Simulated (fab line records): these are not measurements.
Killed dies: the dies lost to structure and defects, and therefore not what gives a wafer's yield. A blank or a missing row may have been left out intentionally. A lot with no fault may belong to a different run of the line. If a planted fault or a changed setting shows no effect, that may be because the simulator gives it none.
Which of the tools did it? | flow sky130 | 33 wafers from 11 lots sampled at 2 of the route's 708 steps

WHAT EACH GAUGE READ, for each wafer
SKY_METAL4_CD_MEAS_13: the cd target is 300 nm.
lot  | measured     | on        | cd nm (nm)
L658 | day 42 04:19 | cd sem-02 | 300.6 300.5 300.2
L660 | day 42 12:23 | cd sem-01 | 301.0 301.8 302.0
L661 | day 42 23:42 | cd sem-01 | 299.7 299.1 299.2
L662 | day 43 02:31 | cd sem-01 | 301.3 301.1 302.5
L664 | day 43 21:07 | cd sem-01 | 299.7 301.2 301.4
L665 | day 44 02:51 | cd sem-02 | 302.5 303.5 302.0
L666 | day 44 10:04 | cd sem-02 | 300.5 300.2 299.1
L667 | day 44 15:32 | cd sem-01 | 302.4 301.8 302.3
L672 | day 45 23:08 | cd sem-02 | 301.3 302.7 301.6
L679 | day 47 15:41 | cd sem-01 | 299.3 300.7 300.0
L680 | day 47 22:25 | cd sem-02 | 298.6 298.4 300.2

EACH LOT AND THE TOOL THAT RAN IT (in order: tool; ch and the chambers of the sampled wafers; start)
lot  | SKY_METAL3_DESCUM_15
L658 | rie metal-04 ch 0,1, day 38 23:38
L660 | rie metal-02 ch 0,1, day 39 08:20
L661 | rie metal-04 ch 0, day 39 19:54
L662 | rie metal-03 ch 0,1, day 39 22:20
L664 | rie metal-02 ch 0,1, day 40 18:46
L665 | rie metal-04 ch 0,1, day 41 00:16
L666 | rie metal-03 ch 1, day 41 07:50
L667 | rie metal-02 ch 0,1, day 41 13:42
L672 | rie metal-04 ch 0,1, day 43 01:10
L679 | rie metal-04 ch 0,1, day 44 23:38
L680 | rie metal-04 ch 0,1, day 45 06:50
- SKY_METAL3_DESCUM_15: chemistry O2, time 8 s.

THE ANSWER, worked out from the rows above alone
Rule: the lots themselves supply what counts as usual. The widest of any qualifying gaps counts: lots, ordered by their means at a reading, are off when they make up no more than a third of the lots, leave a main group of 4 or more, and stand apart from it by 3 or more times the standard deviation of that group's means. Not used: any main group whose means are identical at the precision the tables above print for the reading. Also off: a lot with no number at a reading for which 4 or more lots have one. All remaining lots with rows at the step are treated as sound.
No lot is off at any reading shown: from this, nothing can be told.

WHAT HAD BEEN PUT IN BY THE SIMULATOR
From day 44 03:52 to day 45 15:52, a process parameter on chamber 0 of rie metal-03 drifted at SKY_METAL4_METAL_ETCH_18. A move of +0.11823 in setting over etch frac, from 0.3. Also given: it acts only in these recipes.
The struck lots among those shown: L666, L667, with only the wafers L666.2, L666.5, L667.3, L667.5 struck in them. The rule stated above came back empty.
